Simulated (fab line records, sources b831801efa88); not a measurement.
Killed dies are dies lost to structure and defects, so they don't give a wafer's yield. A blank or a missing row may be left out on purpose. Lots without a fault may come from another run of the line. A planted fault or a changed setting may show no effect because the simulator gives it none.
Which tool did it? | flow sfq_line | 13 lots, 39 wafers sampled, at 6 steps of a route of 325

WHAT THE GAUGES READ, wafer by wafer
SFQ_I3_BOW_MEAS_922. Usual: I3_BOW 0 um, standard deviation 9.2.
lot  | measured     | on            | I3_BOW (um) | flag
L970 | day 27 17:24 | film_metro-04 | 9 13 2      |
L971 | day 28 03:01 | film_metro-01 | -1 -17 -7   |
L973 | day 32 23:40 | film_metro-04 | -9 1 -18    |
L974 | day 36 14:17 | film_metro-03 | -4 7 -5     |
L975 | day 36 23:29 | film_metro-03 | -10 -7 3    |
L978 | day 39 03:58 | film_metro-01 | -1 18 18    |
L980 | day 39 11:38 | film_metro-01 | -2 -10 -5   |
L984 | day 47 15:31 | film_metro-04 | 15 1 -3     |
L985 | day 47 18:31 | film_metro-04 | 21 20 16    |
L987 | day 47 23:23 | film_metro-04 | -3 1 4      |
L988 | day 48 03:01 | film_metro-03 | 9 3 8       |
L989 | day 48 04:13 | film_metro-04 | -9 6 -9     |
L991 | day 48 10:11 | film_metro-03 | 0 -4 3      |

SFQ_M4_RS_MEAS_924: measures by four-point-probe. Usual: M4_NB_RS 0.892 ohm/sq, standard deviation 0.0097.
lot  | measured     | on            | M4_NB_RS (ohm/sq) | flag
L970 | day 34 08:20 | film_metro-02 | 0.881 0.888 0.894 |
L971 | day 34 20:30 | film_metro-03 | 0.898 0.897 0.891 |
L973 | day 35 02:16 | film_metro-03 | 0.881 0.877 0.881 |
L974 | day 36 21:23 | film_metro-03 | 0.889 0.893 0.885 |
L975 | day 37 04:08 | film_metro-02 | 0.895 0.883 0.888 |
L978 | day 39 10:31 | film_metro-04 | 0.891 0.851 0.893 |
L980 | day 40 04:38 | film_metro-04 | 0.886 0.882 0.887 |
L984 | day 48 10:13 | film_metro-02 | 0.887 0.881 0.883 |
L985 | day 48 12:01 | film_metro-02 | 0.920 0.905 0.913 |
L987 | day 48 15:36 | film_metro-02 | 0.889 0.888 0.899 |
L988 | day 48 19:01 | film_metro-04 | 0.885 0.886 0.886 |
L989 | day 48 21:25 | film_metro-03 | 0.890 0.893 0.894 |
L991 | day 49 05:54 | film_metro-02 | 0.886 0.894 0.890 |

SFQ_I4_BOW_MEAS_927. Usual: I4_BOW 1 um, standard deviation 9.4.
lot  | measured     | on            | I4_BOW (um) | flag
L970 | day 39 17:40 | film_metro-01 | 8 13 1      |
L971 | day 40 12:37 | film_metro-04 | -1 -17 -6   |
L973 | day 40 18:13 | film_metro-02 | -10 1 -19   |
L974 | day 43 07:03 | film_metro-04 | 0 12 0      |
L975 | day 43 18:19 | film_metro-02 | -5 -3 8     |
L978 | day 45 18:30 | film_metro-04 | -1 19 18    |
L980 | day 47 00:30 | film_metro-04 | -2 -10 -4   |
L984 | day 49 10:13 | film_metro-01 | 15 0 -3     |
L985 | day 49 16:13 | film_metro-02 | 23 21 15    |
L987 | day 50 01:11 | film_metro-01 | -2 1 5      |
L988 | day 50 06:01 | film_metro-02 | 6 0 5       |
L989 | day 50 10:13 | film_metro-01 | -3 11 -4    |
L991 | day 50 17:59 | film_metro-01 | 4 1 5       |

SFQ_JJ_RS_MEAS_929: measures by four-point-probe. Usual: JJ_NB_RS 1.045 ohm/sq, standard deviation 0.0096.
lot  | measured     | on            | JJ_NB_RS (ohm/sq) | flag
L970 | day 45 19:06 | film_metro-03 | 1.051 1.062 1.058 |
L971 | day 46 16:43 | film_metro-01 | 1.058 1.051 1.060 |
L973 | day 46 20:19 | film_metro-02 | 1.048 1.046 1.057 |
L974 | day 48 21:30 | film_metro-02 | 1.034 1.037 1.042 |
L975 | day 49 11:31 | film_metro-02 | 1.035 1.046 1.045 |
L978 | day 51 23:39 | film_metro-01 | 1.037 1.038 1.046 |
L980 | day 53 14:28 | film_metro-02 | 1.045 1.042 1.048 |
L984 | day 54 22:53 | film_metro-03 | 1.044 1.044 1.050 |
L985 | day 55 03:53 | film_metro-01 | 1.037 1.026 1.026 |
L987 | day 55 10:52 | film_metro-03 | 1.034 1.036 1.038 |
L988 | day 55 16:05 | film_metro-01 | 1.042 1.041 1.039 |
L989 | day 55 20:26 | film_metro-02 | 1.046 1.065 1.053 |
L991 | day 56 02:25 | film_metro-03 | 1.062 1.063 1.067 |

WHICH TOOL RAN EACH LOT (tool, then ch and the chambers of the sampled wafers, then the start)
lot  | SFQ_TRILAYER_M4_DEP_SPUTTER_091 | SFQ_TRILAYER_M4_ETCH_METAL_ETCH_096
L970 | pvd_sputter-03, day 34 08:14    | rie_metal-01 ch 0,1, day 39 13:40
L971 | pvd_sputter-05, day 34 20:22    | rie_metal-01 ch 0,1, day 40 04:06
L973 | pvd_sputter-06, day 35 02:08    | rie_metal-03 ch 0,1, day 40 11:18
L974 | pvd_sputter-03, day 36 21:16    | rie_metal-03 ch 0,1, day 42 20:40
L975 | pvd_sputter-06, day 37 03:59    | rie_metal-01 ch 0, day 43 05:15
L978 | pvd_sputter-06, day 39 10:25    | rie_metal-03 ch 0,1, day 45 05:01
L980 | pvd_sputter-03, day 40 04:25    | rie_metal-01 ch 0, day 46 06:16
L984 | pvd_sputter-05, day 48 10:07    | rie_metal-03 ch 0,1, day 49 01:13
L985 | pvd_sputter-03, day 48 11:55    | rie_metal-02 ch 0,1, day 49 06:08
L987 | pvd_sputter-03, day 48 15:31    | rie_metal-01 ch 1, day 49 12:10
L988 | pvd_sputter-05, day 48 18:55    | rie_metal-03 ch 0,1, day 49 15:43
L989 | pvd_sputter-06, day 48 21:19    | rie_metal-02 ch 0,1, day 49 19:19
L991 | pvd_sputter-03, day 49 05:49    | rie_metal-03 ch 0,1, day 50 03:43
- SFQ_TRILAYER_M4_DEP_SPUTTER_091: material Nb, target thk 200 nm, time 133.3 s.
- SFQ_TRILAYER_M4_ETCH_METAL_ETCH_096: etches Nb in Cl2/Ar, stops on SiO2, target depth 240 nm, time 120 s.

WHAT THE TOOLS THEMSELVES READ (means of the sampled wafers that have a number; where no wafer has one, the mark that the record gives instead)
SFQ_TRILAYER_M4_DEP_SPUTTER_091. Usual: chamber_pressure_pa 0.13332 Pa, standard deviation 0.00025; throttle_valve_pct 29.5 %, standard deviation 1.3.
lot  | tool           | chamber_pressure_pa (Pa) | throttle_valve_pct (%) | flag
L970 | pvd_sputter-03 | 0.13327                  | 30.4                   |
L971 | pvd_sputter-05 | 0.13337                  | 29.6                   |
L973 | pvd_sputter-06 | 0.13329                  | 29.7                   |
L974 | pvd_sputter-03 | 0.13316                  | 29.2                   |
L975 | pvd_sputter-06 | 0.13346                  | 28.8                   |
L978 | pvd_sputter-06 | 0.13341                  | 29.3                   |
L980 | pvd_sputter-03 | 0.13354                  | 29.1                   |
L984 | pvd_sputter-05 | 0.13338                  | 28.9                   |
L985 | pvd_sputter-03 | 0.13316                  | 29.3                   |
L987 | pvd_sputter-03 | 0.13304                  | 29.2                   |
L988 | pvd_sputter-05 | 0.13316                  | 29.7                   |
L989 | pvd_sputter-06 | 0.13330                  | 28.9                   |
L991 | pvd_sputter-03 | 0.13323                  | 29.7                   |

SFQ_TRILAYER_M4_ETCH_METAL_ETCH_096. Usual: drypump_motor_current_A 6.0 A, standard deviation 0.51; oes_product_au 0.894 a.u., standard deviation 0.0074.
lot  | tool         | drypump_motor_current_A (A) | oes_product_au (a.u.) | flag
L970 | rie_metal-01 | 5.6                         | 0.895                 |
L971 | rie_metal-01 | 5.6                         | 0.889                 |
L973 | rie_metal-03 | 6.5                         | 0.898                 |
L974 | rie_metal-03 | 6.4                         | 0.893                 |
L975 | rie_metal-01 | 5.3                         | 0.895                 |
L978 | rie_metal-03 | 6.3                         | 0.901                 |
L980 | rie_metal-01 | 5.3                         | 0.897                 |
L984 | rie_metal-03 | 6.4                         | 0.896                 |
L985 | rie_metal-02 | 5.5                         | 0.882                 |
L987 | rie_metal-01 | 6.2                         | 0.894                 |
L988 | rie_metal-03 | 6.3                         | 0.902                 |
L989 | rie_metal-02 | 5.8                         | 0.897                 |
L991 | rie_metal-03 | 6.3                         | 0.892                 |

THE ANSWER, worked out from the rows above alone
Rule: a lot is off if the mean of its wafers that have a number lies more than 3 standard deviations from the usual mean. A lot without any number at a reading at which 4 lots or more have one is off too. The other lots that the step has rows for count as sound. The gauges are gone through in route order, then the tools' own readings, and for those a lot's mean is taken as printed above. The first step at which some lot is off is used, and at that step the reading that is off furthest; a lot without a number counts as furthest.
No lot is off at any reading shown: from this, nothing can be told.

WHAT THE SIMULATOR HAD PUT IN
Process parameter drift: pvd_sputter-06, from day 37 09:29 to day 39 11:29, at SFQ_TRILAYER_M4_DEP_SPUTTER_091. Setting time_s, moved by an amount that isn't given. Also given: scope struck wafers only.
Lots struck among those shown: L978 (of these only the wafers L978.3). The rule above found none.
